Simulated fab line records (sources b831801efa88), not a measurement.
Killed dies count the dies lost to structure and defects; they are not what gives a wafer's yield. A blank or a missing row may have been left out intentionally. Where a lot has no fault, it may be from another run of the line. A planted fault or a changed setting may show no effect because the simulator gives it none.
Chamber matching    flow sky130    cmp-01 running SKY_VIA4_CMP_02: 4 sister chambers
The step polishes SiO2. 4 wafers are shown with their chamber, then 12 later ones without.

## EACH WAFER AND ITS CHAMBER
wafer   chamber  motor_current_A (A)
L087.6  3        12.3
L088.1  2        12.7
L088.2  1        10.3
L088.6  0        10.1

## WAFERS WITH NO CHAMBER GIVEN
wafer   motor_current_A (A)
L090.1  9.6
L090.3  12.3
L090.5  11.9
L091.1  9.9
L091.2  9.6
L091.6  12.8
L092.1  10.1
L092.4  11.8
L092.6  9.7
L096.1  9.8
L096.2  13.0
L096.6  9.6

## WHICH CHAMBER EACH WENT THROUGH
wafer   from the rows above      in truth
L090.1  can't be placed: 0 or 1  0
L090.3  can't be placed: 3 or 2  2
L090.5  can't be placed: 3 or 2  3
L091.1  can't be placed: 0 or 1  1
L091.2  can't be placed: 0 or 1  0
L091.6  can't be placed: 2 or 3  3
L092.1  can't be placed: 0 or 1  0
L092.4  can't be placed: 3 or 2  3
L092.6  can't be placed: 0 or 1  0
L096.1  can't be placed: 0 or 1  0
L096.2  can't be placed: 2 or 3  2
L096.6  can't be placed: 0 or 1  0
0 of 12 placed correctly. Can't be placed from these rows: 12 (the true chamber is among the candidates in 12). Number placed wrongly: 0.
How it was worked out, from the rows above alone: a wafer's distance from a chamber is the root of the sum, over the readings, of the square of ((its reading less the chamber's mean) divided by the reading's scatter). The wafer belongs to the nearest chamber; if the next one is less than 2 further off, it can't be placed. The mean given for a chamber averages the wafers shown for that chamber. The scatter (one wafer shown for each chamber): square how far every hidden wafer sits from the nearest shown wafer, average those squares and take the square root.
